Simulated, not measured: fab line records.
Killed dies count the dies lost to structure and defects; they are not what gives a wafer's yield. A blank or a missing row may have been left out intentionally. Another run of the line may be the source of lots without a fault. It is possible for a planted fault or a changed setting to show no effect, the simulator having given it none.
fab line records	flow sky130
record lots=13	wafers=39	last-day=50
route steps=708 shown POLY_GATE@236 LDD_N@254 LDD_P@265 LDD_HVN@275 PAD_OPEN@708
lots that met no fault: taken from a fault-free run of the same line
start-h: start of the lot's first displayed wafer, in hours after the record's first day	wait-h: time in hours since the lot's previous step	" unchanged from the row above	L1.1+2: a row that stands for several wafers	- either no value or no given start	* or withheld: withheld	< > ~ a bound
route shown NAME@n: NAME is a module with steps in the file, n the number in the route of the first one	usual: mean/standard deviation taken from wafers without a fault	same: alike in all rows	chamber/n: place in a boat	sites: each site's reading	_std_site: standard deviation of those values	_edge_site: the outer-site mean with the inner-site mean subtracted	radius-mm: for every site, how far away it sits from the centre of the wafer	mask NAME#n: copy n	behind: tool/chamber where the wafer was last shaped	hold: why the lot went on hold/how many hours it stayed there/how the hold came to an end	device: transistor that didn't switch, given as n, p or np	end of line: the route-end tests of the same wafers	for a step that has no rows: nothing shown but its recipe	killed: the dies lost at the first sort to structure and to defects; this is not the yield of the wafer	map: a wafer's dies, marking killed ones x, the rest . and places with no die _
set.NAME: the setting the step ran with; set.NAME@STEP: the setting that earlier step ran with	model.NAME: the simulator's own value behind a step, which no gauge read
one table for each step of the route and one row for each wafer, over a sample of lots
services: the hour from which a tool's chamber was out of use, counted from the record's first day as start-h (under 0 if before that day), plus the number of hours and why
## steps
# step SKY_POLY_GATE_CD_MEAS_22
# usual cd-nm=149.5/2.4
lot.wafer	tool	chamber	start-h	wait-h	cd-nm
L355.3	cd-sem-01	-	365.49	0.1	150.4
L355.5	"	-	"	"	149.2
L355.6	"	-	"	"	152.0
L356.3	cd-sem-02	-	370.86	0.1	154.0
L356.5	"	-	"	"	149.6
L356.6	"	-	"	"	153.2
L358.1	cd-sem-01	-	387.94	0.1	149.5
L358.4	"	-	"	"	148.7
L358.5	"	-	"	"	144.5
L359.1	cd-sem-01	-	395.00	0.1	149.1
L359.4	"	-	"	"	150.8
L359.5	"	-	"	"	148.9
L361.1	cd-sem-01	-	414.57	0.1	149.2
L361.3	"	-	"	"	149.4
L361.4	"	-	"	"	148.2
L362.3	cd-sem-02	-	423.72	0.1	151.3
L362.4	"	-	"	"	150.6
L362.6	"	-	"	"	148.6
L363.3	cd-sem-01	-	430.94	0.1	149.5
L363.4	"	-	"	"	149.3
L363.6	"	-	"	"	150.6
L369.1	cd-sem-02	-	487.57	0.1	152.7
L369.3	"	-	"	"	153.0
L369.4	"	-	"	"	156.2
L371.1	cd-sem-01	-	501.17	0.1	148.1
L371.4	"	-	"	"	147.0
L371.5	"	-	"	"	149.9
L378.1	cd-sem-01	-	578.68	0.1	153.4
L378.2	"	-	"	"	148.2
L378.4	"	-	"	"	151.6
L375.3	cd-sem-02	-	579.62	0.1	150.8
L375.4	"	-	"	"	149.6
L375.6	"	-	"	"	149.7
L374.2	cd-sem-02	-	582.83	0.1	149.8
L374.5	"	-	"	"	148.2
L374.6	"	-	"	"	147.3
L377.2	cd-sem-01	-	586.73	0.1	147.7
L377.3	"	-	"	"	154.7
L377.4	"	-	"	"	146.9
# step SKY_LDD_N_TW_MEAS_17
# usual LDD_N_TW=2579/14
lot.wafer	tool	chamber	start-h	wait-h	LDD_N_TW
L355.3	film-metro-01	-	394.64	0.1	2552
L355.5	"	-	"	"	2575
L355.6	"	-	"	"	2560
L356.3	film-metro-04	-	401.54	0.1	2604
L356.5	"	-	"	"	2583
L356.6	"	-	"	"	2577
L358.1	film-metro-04	-	419.72	0.1	2588
L358.4	"	-	"	"	2595
L358.5	"	-	"	"	2604
L359.1	film-metro-01	-	426.42	0.1	2573
L359.4	"	-	"	"	2575
L359.5	"	-	"	"	2558
L361.1	film-metro-03	-	447.34	0.1	2552
L361.3	"	-	"	"	2567
L361.4	"	-	"	"	2579
L362.3	film-metro-04	-	456.14	0.1	2592
L362.4	"	-	"	"	2568
L362.6	"	-	"	"	2584
L363.3	film-metro-01	-	464.14	0.1	2578
L363.4	"	-	"	"	2585
L363.6	"	-	"	"	2579
L369.1	film-metro-01	-	518.82	0.1	2589
L369.3	"	-	"	"	2575
L369.4	"	-	"	"	2554
L371.1	film-metro-01	-	531.92	0.1	2561
L371.4	"	-	"	"	2544
L371.5	"	-	"	"	2545
L378.1	film-metro-04	-	609.79	0.1	2591
L378.2	"	-	"	"	2606
L378.4	"	-	"	"	2600
L375.3	film-metro-04	-	610.94	0.1	2613
L375.4	"	-	"	"	2585
L375.6	"	-	"	"	2580
L374.2	film-metro-03	-	613.38	0.1	2572
L374.5	"	-	"	"	2576
L374.6	"	-	"	"	2593
L377.2	film-metro-04	-	617.68	0.1	2593
L377.3	"	-	"	"	2602
L377.4	"	-	"	"	2594
# step SKY_LDD_P_STRIP_10
# recipe chemistry=O2/N2	power-w=1400	pressure-mtorr=1500	platen-temp-c=withheld	o2-flow-sccm=3000	n2-flow-sccm=300	overash-fraction=0.5
# usual drypump-motor-current-A=6.1/0.51	oes-product-au=0.715/0.0043	strip-time-to-endpoint-s=14.17/0.049
lot.wafer	tool	chamber	start-h	wait-h	drypump-motor-current-A	oes-product-au	rf-hours-counter-h	strip-time-to-endpoint-s
L355.3	plasma-asher-03	1	425.23	0.1	5.5	0.719	-	14.17
L355.5	"	1	"	"	5.4	0.716	-	14.15
L355.6	"	0	"	"	6.6	0.712	-	14.14
L356.3	plasma-asher-01	1	432.27	0.1	6.5	0.717	-	14.15
L356.5	"	0	"	"	5.8	0.709	-	14.17
L356.6	"	1	"	"	6.5	0.720	-	14.14
L358.1	plasma-asher-03	1	451.63	0.1	5.5	0.711	63	14.24
L358.4	"	1	"	"	5.5	0.715	-	14.24
L358.5	"	1	"	"	5.5	0.722	-	14.20
L359.1	plasma-asher-01	0	458.38	0.1	5.8	0.719	78	14.14
L359.4	"	0	"	"	5.8	0.721	-	14.09
L359.5	"	1	"	"	6.4	0.711	-	14.15
L361.1	plasma-asher-03	0	477.88	0.1	6.7	0.730	66	14.23
L361.3	"	1	"	"	5.5	0.706	-	14.22
L361.4	"	0	"	"	6.7	0.723	-	14.23
L362.3	plasma-asher-03	0	486.36	0.1	6.6	0.718	-	14.16
L362.4	"	1	"	"	5.5	0.713	-	14.18
L362.6	"	1	"	"	5.5	0.714	-	14.19
L363.3	plasma-asher-01	1	494.83	0.1	6.5	0.718	-	14.16
L363.4	"	0	"	"	5.8	0.710	-	14.21
L363.6	"	0	"	"	5.8	0.719	-	14.18
L369.1	plasma-asher-03	0	548.48	0.1	6.7	0.714	72	14.21
L369.3	"	0	"	"	6.7	0.712	-	14.17
L369.4	"	1	"	"	5.5	0.711	-	14.21
L371.1	plasma-asher-03	1	562.03	0.1	5.5	0.715	73	14.11
L371.4	"	1	"	"	5.5	0.713	-	14.10
L371.5	"	0	"	"	6.7	0.723	-	14.10
L378.1	plasma-asher-03	1	639.24	0.1	5.5	0.720	81	14.13
L378.2	"	0	"	"	6.7	0.715	81	14.11
L378.4	"	0	"	"	6.7	0.716	-	14.10
L375.3	plasma-asher-01	1	639.88	0.1	6.5	0.716	-	14.19
L375.4	"	0	"	"	5.8	0.718	-	14.18
L375.6	"	0	"	"	5.8	0.711	-	14.18
L374.2	plasma-asher-03	0	641.74	0.1	6.7	0.714	82	14.20
L374.5	"	1	"	"	5.5	0.719	-	14.17
L374.6	"	0	"	"	6.7	0.715	-	14.22
L377.2	plasma-asher-01	1	647.03	0.1	6.5	0.720	98	14.18
L377.3	"	0	"	"	5.8	0.712	-	14.19
L377.4	"	1	"	"	6.5	0.711	-	14.14
# step SKY_LDD_HVN_IMPLANT_08
# recipe species=P	energy-kev=60	dose-cm2=3e+13	tilt-deg=40
# usual tilt-deg=40.002/0.023
lot.wafer	tool	chamber	start-h	wait-h	tilt-deg
L355.3	implanter-04	0	456.72	0.1	40.014
L355.5	"	0	"	"	39.990
L355.6	"	0	"	"	39.997
L356.3	implanter-01	0	463.76	0.1	40.022
L356.5	"	0	"	"	39.984
L356.6	"	0	"	"	39.978
L358.1	implanter-01	0	481.01	0.0	40.044
L358.4	"	0	"	"	40.004
L358.5	"	0	"	"	40.019
L359.1	implanter-04	0	489.04	0.0	39.986
L359.4	"	0	"	"	39.995
L359.5	"	0	"	"	39.990
L361.1	implanter-04	0	508.06	0.0	39.972
L361.3	"	0	"	"	39.989
L361.4	"	0	"	"	39.974
L362.3	implanter-02	0	516.56	0.1	40.054
L362.4	"	0	"	"	40.044
L362.6	"	0	"	"	39.980
L363.3	implanter-01	0	525.44	0.1	40.021
L363.4	"	0	"	"	40.000
L363.6	"	0	"	"	40.001
L369.1	implanter-01	0	578.34	0.0	-0.025
L369.3	"	0	"	"	0.012
L369.4	"	0	"	"	-0.002
L371.1	implanter-01	0	591.56	0.0	-0.014
L371.4	"	0	"	"	-0.031
L371.5	"	0	"	"	-0.003
L378.1	implanter-01	0	666.97	0.0	40.027
L378.2	"	0	"	"	40.034
L378.4	"	0	"	"	40.037
L375.3	implanter-04	0	668.22	0.1	39.989
L375.4	"	0	"	"	40.009
L375.6	"	0	"	"	39.957
L374.2	implanter-04	0	670.10	0.0	39.976
L374.5	"	0	"	"	40.009
L374.6	"	0	"	"	40.005
L377.2	implanter-01	0	675.66	0.0	39.986
L377.3	"	0	"	"	39.994
L377.4	"	0	"	"	39.982
# step SKY_LDD_HVN_TW_MEAS_10
# usual LDD_HVN_TW=1434/9.4
lot.wafer	tool	chamber	start-h	wait-h	LDD_HVN_TW
L355.3	film-metro-02	-	456.94	0.1	1425
L355.5	"	-	"	"	1426
L355.6	"	-	"	"	1425
L356.3	film-metro-03	-	463.98	0.1	1426
L356.5	"	-	"	"	1427
L356.6	"	-	"	"	1416
L358.1	film-metro-03	-	481.26	0.1	1438
L358.4	"	-	"	"	1432
L358.5	"	-	"	"	1443
L359.1	film-metro-04	-	489.29	0.1	1430
L359.4	"	-	"	"	1434
L359.5	"	-	"	"	1437
L361.1	film-metro-04	-	508.31	0.1	1446
L361.3	"	-	"	"	1435
L361.4	"	-	"	"	1440
L362.3	film-metro-03	-	516.78	0.1	1427
L362.4	"	-	"	"	1432
L362.6	"	-	"	"	1427
L363.3	film-metro-04	-	525.66	0.1	1441
L363.4	"	-	"	"	1440
L363.6	"	-	"	"	1437
L369.1	film-metro-04	-	578.59	0.1	1289
L369.3	"	-	"	"	1288
L369.4	"	-	"	"	1286
L371.1	film-metro-04	-	591.81	0.1	1292
L371.4	"	-	"	"	1289
L371.5	"	-	"	"	1292
L378.1	film-metro-02	-	667.22	0.1	1421
L378.2	"	-	"	"	1424
L378.4	"	-	"	"	1422
L375.3	film-metro-04	-	668.44	0.1	1447
L375.4	"	-	"	"	1443
L375.6	"	-	"	"	1438
L374.2	film-metro-02	-	670.33	0.1	1420
L374.5	"	-	"	"	1429
L374.6	"	-	"	"	1431
L377.2	film-metro-02	-	675.90	0.1	1418
L377.3	"	-	"	"	1419
L377.4	"	-	"	"	1421
# step SKY_PAD_OPEN_PROBE_99
# usual killed_at_M0_to_M3=43/6.8	killed_at_M4_up=3.2/1.9	killed-at-contacts=24/5	killed-at-front-end=16/4.9	killed-at-other=0.4/0.76	killed-dies=87/10	killed-open=47/7.3	killed-short=39/6.2
# same gross-dies=492	killed-at-back-side=0
lot.wafer	tool	chamber	start-h	wait-h	killed_at_M0_to_M3	killed_at_M4_up	killed-at-contacts	killed-at-front-end	killed-at-other	killed-dies	killed-open	killed-short
L356.3	prober-01	-	1074.42	0.2	46	2	18	11	0	77	46	31
L356.5	prober-01	-	1074.52	0.2	50	7	25	19	1	102	49	53
L356.6	prober-01	-	1074.57	0.2	38	2	28	16	0	84	52	32
L359.1	prober-02	-	1090.87	0.1	42	6	26	17	0	91	48	43
L359.4	prober-02	-	1091.02	0.2	42	3	24	12	2	83	42	41
L359.5	prober-02	-	1091.07	0.2	48	3	23	20	0	94	53	41
L362.3	prober-01	-	1110.96	0.2	39	3	20	11	2	75	40	35
L362.4	prober-01	-	1111.01	0.2	48	2	26	19	0	95	59	36
L362.6	prober-01	-	1111.11	0.2	52	0	17	6	0	75	50	25
L363.3	prober-02	-	1115.70	0.2	41	3	27	20	0	91	43	48
L363.4	prober-02	-	1115.75	0.2	42	2	28	19	1	92	56	36
L363.6	prober-02	-	1115.85	0.2	47	4	25	17	0	93	48	45
L369.1	prober-02	-	1151.41	0.1	40	2	32	15	0	89	50	39
L369.3	prober-02	-	1151.51	0.2	51	6	20	10	2	89	43	46
L369.4	prober-02	-	1151.56	0.2	49	3	21	15	0	88	45	43
L371.1	prober-02	-	1161.70	0.1	37	6	36	12	1	92	54	38
L371.4	prober-02	-	1161.85	0.2	41	3	22	11	0	77	43	34
L371.5	prober-02	-	1161.90	0.2	48	2	19	23	0	92	49	43
L374.2	prober-02	-	1204.61	0.1	40	0	22	16	0	78	47	31
L374.5	prober-02	-	1204.76	0.2	48	5	18	16	2	89	52	37
L374.6	prober-02	-	1204.81	0.2	51	2	24	12	0	89	53	36
L377.2	prober-01	-	1208.80	0.1	42	5	25	16	1	89	55	33
L377.3	prober-01	-	1208.85	0.2	54	1	26	13	0	94	51	43
L377.4	prober-01	-	1208.90	0.2	40	4	22	12	0	78	41	37
# killed by level:class
L356.3 VIA1:geometric-particle:open=9 VIA2:geometric-particle:open=9 POLY_GATE:geometric-particle:open=6 METAL2:geometric-particle:short=6 LI_CONTACT:geometric-particle:open=5 CONTACT:geometric-particle:open=5 VIA3:geometric-particle:open=5 LOCAL_INTERCONNECT:geometric-particle:short=4
L356.5 CONTACT:geometric-particle:open=9 VIA1:geometric-particle:open=9 METAL2:geometric-particle:short=8 POLY_GATE:geometric-particle:open=7 VIA1:geometric-particle:short=7 LI_CONTACT:geometric-particle:open=6 CONTACT:geometric-particle:short=6 METAL1:geometric-particle:short=6
L356.6 CONTACT:geometric-particle:open=18 VIA1:geometric-particle:open=11 FIELD_ISO:geometric-particle:open=7 METAL1:geometric-particle:short=5 CONTACT:geometric-particle:short=4 METAL2:geometric-particle:short=4 VIA2:geometric-particle:open=4 POLY_GATE:geometric-particle:open=3
L359.1 VIA1:geometric-particle:open=12 CONTACT:geometric-particle:open=10 METAL2:geometric-particle:short=6 VIA3:geometric-particle:short=6 LOCAL_INTERCONNECT:geometric-particle:short=5 LI_CONTACT:geometric-particle:open=5 METAL1:geometric-particle:short=5 POLY_GATE:geometric-particle:short=4
L359.4 VIA1:geometric-particle:open=13 CONTACT:geometric-particle:open=10 VIA2:geometric-particle:open=7 LI_CONTACT:geometric-particle:open=7 METAL1:geometric-particle:short=7 METAL2:geometric-particle:short=6 LOCAL_INTERCONNECT:geometric-particle:short=4 VIA1:geometric-particle:short=4
L359.5 VIA1:geometric-particle:open=13 CONTACT:geometric-particle:open=9 VIA3:geometric-particle:open=8 FIELD_ISO:geometric-particle:open=7 CONTACT:geometric-particle:short=6 VIA1:geometric-particle:short=6 POLY_GATE:geometric-particle:open=5 METAL2:geometric-particle:short=5
L362.3 VIA1:geometric-particle:open=10 LI_CONTACT:geometric-particle:open=7 CONTACT:geometric-particle:open=7 METAL1:geometric-particle:short=5 VIA2:geometric-particle:short=4 FIELD_ISO:geometric-particle:short=4 CONTACT:geometric-particle:short=4 METAL1:geometric-particle:open=4
L362.4 VIA1:geometric-particle:open=16 LI_CONTACT:geometric-particle:open=10 CONTACT:geometric-particle:open=10 VIA1:geometric-particle:short=10 VIA2:geometric-particle:open=7 VIA3:geometric-particle:open=5 FIELD_ISO:geometric-particle:open=4 POLY_GATE:geometric-particle:short=4
L362.6 VIA1:geometric-particle:open=20 METAL2:geometric-particle:short=9 CONTACT:geometric-particle:open=7 VIA3:geometric-particle:open=6 VIA2:geometric-particle:open=5 LI_CONTACT:geometric-particle:open=4 METAL3:geometric-particle:short=4 FIELD_ISO:geometric-particle:open=3
L363.3 METAL3:geometric-particle:short=8 VIA2:geometric-particle:open=7 LI_CONTACT:geometric-particle:open=7 CONTACT:geometric-particle:open=7 VIA1:geometric-particle:open=7 POLY_GATE:geometric-particle:open=5 POLY_GATE:geometric-particle:short=5 LOCAL_INTERCONNECT:geometric-particle:short=5
L363.4 CONTACT:geometric-particle:open=12 VIA1:geometric-particle:open=9 POLY_GATE:geometric-particle:open=8 VIA3:geometric-particle:open=7 LI_CONTACT:geometric-particle:open=6 METAL1:geometric-particle:short=6 VIA2:geometric-particle:open=6 METAL3:geometric-particle:short=5
L363.6 CONTACT:geometric-particle:open=11 VIA1:geometric-particle:open=10 VIA2:geometric-particle:open=9 VIA3:geometric-particle:open=8 FIELD_ISO:geometric-particle:short=5 CONTACT:geometric-particle:short=5 POLY_GATE:geometric-particle:short=4 VIA3:geometric-particle:short=4
L369.1 VIA1:geometric-particle:open=10 CONTACT:geometric-particle:open=8 LI_CONTACT:geometric-particle:open=7 VIA3:geometric-particle:open=7 LI_CONTACT:geometric-particle:short=6 FIELD_ISO:geometric-particle:short=5 POLY_GATE:geometric-particle:open=5 LOCAL_INTERCONNECT:geometric-particle:short=5
L369.3 VIA1:geometric-particle:open=11 METAL1:geometric-particle:short=8 VIA1:geometric-particle:short=7 LI_CONTACT:geometric-particle:open=6 CONTACT:geometric-particle:open=6 METAL2:geometric-particle:short=6 LOCAL_INTERCONNECT:geometric-particle:short=4 METAL1:geometric-particle:open=4
L369.4 VIA1:geometric-particle:open=9 METAL2:geometric-particle:short=7 CONTACT:geometric-particle:open=7 VIA2:geometric-particle:open=7 VIA1:geometric-particle:short=6 VIA3:geometric-particle:open=5 LI_CONTACT:geometric-particle:open=5 CONTACT:geometric-particle:short=5
L371.1 LI_CONTACT:geometric-particle:open=13 CONTACT:geometric-particle:open=13 VIA1:geometric-particle:open=11 METAL1:geometric-particle:short=8 CONTACT:geometric-particle:short=6 FIELD_ISO:geometric-particle:short=5 VIA2:geometric-particle:open=4 METAL2:geometric-particle:short=4
L371.4 VIA2:geometric-particle:open=10 VIA1:geometric-particle:open=9 CONTACT:geometric-particle:open=8 METAL1:geometric-particle:short=7 VIA3:geometric-particle:open=5 LOCAL_INTERCONNECT:geometric-particle:short=5 POLY_GATE:geometric-particle:short=4 LI_CONTACT:geometric-particle:open=4
L371.5 VIA1:geometric-particle:open=14 VIA3:geometric-particle:short=7 CONTACT:geometric-particle:open=7 FIELD_ISO:geometric-particle:short=6 FIELD_ISO:geometric-particle:open=5 LI_CONTACT:geometric-particle:open=5 POLY_GATE:geometric-particle:open=5 METAL1:geometric-particle:short=5
L374.2 VIA1:geometric-particle:open=11 LI_CONTACT:geometric-particle:open=8 METAL1:geometric-particle:short=7 POLY_GATE:geometric-particle:open=6 VIA3:geometric-particle:open=6 CONTACT:geometric-particle:open=5 VIA2:geometric-particle:open=5 LOCAL_INTERCONNECT:geometric-particle:short=4
L374.5 VIA1:geometric-particle:open=13 CONTACT:geometric-particle:open=10 VIA3:geometric-particle:open=8 METAL2:geometric-particle:short=7 POLY_GATE:geometric-particle:short=6 METAL1:geometric-particle:open=5 VIA1:geometric-particle:short=5 VIA2:geometric-particle:open=4
L374.6 VIA1:geometric-particle:open=10 VIA2:geometric-particle:open=9 METAL1:geometric-particle:short=9 LI_CONTACT:geometric-particle:open=8 VIA3:geometric-particle:open=8 CONTACT:geometric-particle:open=7 METAL2:geometric-particle:short=6 CONTACT:geometric-particle:short=5
L377.2 VIA1:geometric-particle:open=15 CONTACT:geometric-particle:short=10 CONTACT:geometric-particle:open=7 VIA3:geometric-particle:open=7 FIELD_ISO:geometric-particle:open=6 POLY_GATE:geometric-particle:open=5 VIA2:geometric-particle:open=5 LI_CONTACT:geometric-particle:open=4
L377.3 CONTACT:geometric-particle:open=16 VIA1:geometric-particle:open=9 METAL1:geometric-particle:short=8 VIA3:geometric-particle:open=8 VIA1:geometric-particle:short=7 METAL2:geometric-particle:short=6 VIA3:geometric-particle:short=5 METAL3:geometric-particle:short=4
L377.4 VIA3:geometric-particle:open=8 LI_CONTACT:geometric-particle:open=6 CONTACT:geometric-particle:open=6 VIA1:geometric-particle:open=6 CONTACT:geometric-particle:short=4 METAL1:geometric-particle:short=4 METAL2:geometric-particle:short=4 VIA2:geometric-particle:short=4
## services
tool	chamber	start-h	hours	kind
implanter-02	-	445.86	1.9	repair
implanter-02	-	475.58	15.8	pm
plasma-asher-03	-	489.84	6.9	repair
implanter-02	-	551.17	3.2	repair
implanter-04	-	579.13	1.8	pm
implanter-04	-	589.06	4.0	repair
implanter-02	-	612.93	3.3	repair
plasma-asher-01	-	622.87	0.7	repair
implanter-01	-	635.18	6.8	repair
implanter-01	-	659.47	4.3	pm
implanter-04	-	663.47	3.8	pm
## key
first-sign step=SKY_LDD_HVN_IMPLANT_08	reading=tilt-deg	direction=down	sigmas=99+	usual=*	struck=*
effect step=SKY_LDD_HVN_TW_MEAS_10	reading=LDD_HVN_TW	direction=down	sigmas=15	usual=1434	struck=1289
met-at SKY_LDD_HVN_IMPLANT_08
struck-lots L369,L371
tester-left-out L369,L371
not-acting-at SKY_POLY_GATE_CD_MEAS_22,SKY_LDD_N_TW_MEAS_17,SKY_LDD_P_STRIP_10
onset-between 525.44 578.34
fault kind=process-parameter-drift	tool=implanter-01	chamber=-	onset-h=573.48	steps=SKY_LDD_HVN_IMPLANT_08	channel=tilt-deg	offset=*	shape=step	end-h=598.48	acts-in=*	stated=*
# tester-left-out: of these lots the tester's yield and bins aren't shown, on N5 and GAA mostly nor the transistor test; their killed dies are dies lost to structure and defects alone, not to doping, threshold or leakage, so they don't give the yield
